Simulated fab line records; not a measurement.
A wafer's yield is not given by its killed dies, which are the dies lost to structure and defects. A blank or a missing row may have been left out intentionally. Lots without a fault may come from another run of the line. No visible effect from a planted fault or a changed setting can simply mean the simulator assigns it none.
Problem report, 8D (eight disciplines) form, completed by code + flow gf180mcu + the parts of the form that need people (team, actions taken, sign-off) are left out

== 1. WHAT WENT WRONG ==
Mean of oesProductAu at GF_PASSIVATION_ETCH_11: 0.748 a.u. across 2 wafers in 2 lots; on wafers with no fault it is 0.989 a.u. (standard deviation 0.0069). That puts it -35 standard deviations away from the usual mean.
The step: etches the open film in CF4/O2, stops on TiN, target depth 2040 nm, time 453.3 s.
Earliest sighting: wafer L702.2 on rieDiel-02 at day 33 18:00. The record holds 34 wafers of 12 lots with a number at this step. The rule behind "out" and "out of limits": a value lying over 4 standard deviations away from the usual mean. The other wafers with a number count as sound.

== 2. WHAT IT IS; WHAT IT IS NOT ==
| question                    | is                             | is not                                                                          |
|-----------------------------|--------------------------------|---------------------------------------------------------------------------------|
| which readings at this step | oesProductAu, throttleValvePct | chamberPressureMTorr, drypumpMotorCurrentA                                      |
| which lots                  | L702, L704                     | L687, L688, L689, L691, L693, L694, L695, L696, L707, L709                      |
| which wafers of those lots  | L702.2, L704.2                 | L702.1, L704.1                                                                  |
| read on which tools         | rieDiel-02                     | rieDiel-03, rieDiel-04                                                          |
| when                        | from day 33 18:00              | up to then (25 sound wafers); but 7 sound wafers of L704, L707, L709 came after |

== 3. THE SUSPECTS, EACH WITH WHAT RULES IT OUT ==
Counting: any tool at a process step up to the reading remains a suspect provided it ran every lot that is out. Sound lots after the first of them don't rule it out here, since some wafers of a struck lot are sound.
- rieDiel-02 at GF_PASSIVATION_ETCH_11 (etches the open film in CF4/O2, stops on TiN, target depth 2040 nm, time 453.3 s): kept. It processed each lot that is out (first: L702, day 33 18:00); up to then, its last sound lot is L696 (day 32 02:36). Its own readings are out on those wafers: oesProductAu, throttleValvePct.
- Within rieDiel-02 at GF_PASSIVATION_ETCH_11: the wafers that are out ran in chambers 0, 2; their sound lot-mates ran in chamber 3.
Left after counting: rieDiel-02 at GF_PASSIVATION_ETCH_11.

== 4. THE CAUSE (what the simulator had put in) ==
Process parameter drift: rieDiel-02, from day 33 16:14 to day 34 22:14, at GF_PASSIVATION_ETCH_11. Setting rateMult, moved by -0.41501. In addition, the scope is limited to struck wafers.
Counting left only this tool.

== 5. THE EFFECT CHAIN, in route order ==
Each row: a reading whose mean over the struck wafers that have a number lies more than 3 standard deviations from the usual. Only readings whose record carries a usual standard deviation are examined. hours: median over the lots of the time between each lot's start at the first step of this table that gives one and its start at this step. sigmas: the change, counted in usual standard deviations.
| hours | step                    | reading              | usual      | on struck wafers | change | sigmas      |
|-------|-------------------------|----------------------|------------|------------------|--------|-------------|
| 0     | GF_PASSIVATION_ETCH_11  | oesProductAu         | 0.989 a.u. | 0.748            | -0.241 | -35         |
| 0     | GF_PASSIVATION_ETCH_11  | throttleValvePct     | 5.968 %    | 5.885            | -0.083 | -9.1        |
| 0     | GF_PASSIVATION_STRIP_12 | stripTimeToEndpointS | 32.95 s    | 39.17            | +6.22  | +21         |
| 2     | GF_PASSIVATION_PROBE_99 | defectLimitedYield   | 90.1 %     | 0.0              | -90.1  | -64         |
| 2     | GF_PASSIVATION_PROBE_99 | killedAtOther        | 0.2        | 441.5            | +441.3 | +99 or more |
| 2     | GF_PASSIVATION_PROBE_99 | killedDies           | 49         | 492              | +443   | +62         |
| 2     | GF_PASSIVATION_PROBE_99 | killedOnRim          | 9          | 96               | +87    | +28         |
| 2     | GF_PASSIVATION_PROBE_99 | sort_bin_5_function  | 5.8 %      | 96.3             | +90.5  | +75         |
| 2     | GF_PASSIVATION_PROBE_99 | sortNPass            | 443        | 0                | -443   | -62         |
| 2     | GF_PASSIVATION_PROBE_99 | sortYieldPct         | 90.1 %     | 0.0              | -90.1  | -64         |
It contains these process steps:
- GF_PASSIVATION_ETCH_11: etches the open film in CF4/O2, stops on TiN, target depth 2040 nm, time 453.3 s.
- GF_PASSIVATION_STRIP_12: strips in O2/N2.
- GF_PASSIVATION_PROBE_99

== 6. WHAT WOULD HAVE CAUGHT IT SOONER ==
2 hours passed between the start of the fault at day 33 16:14 and the first reading out of limits in this record, taken at day 33 18:00.
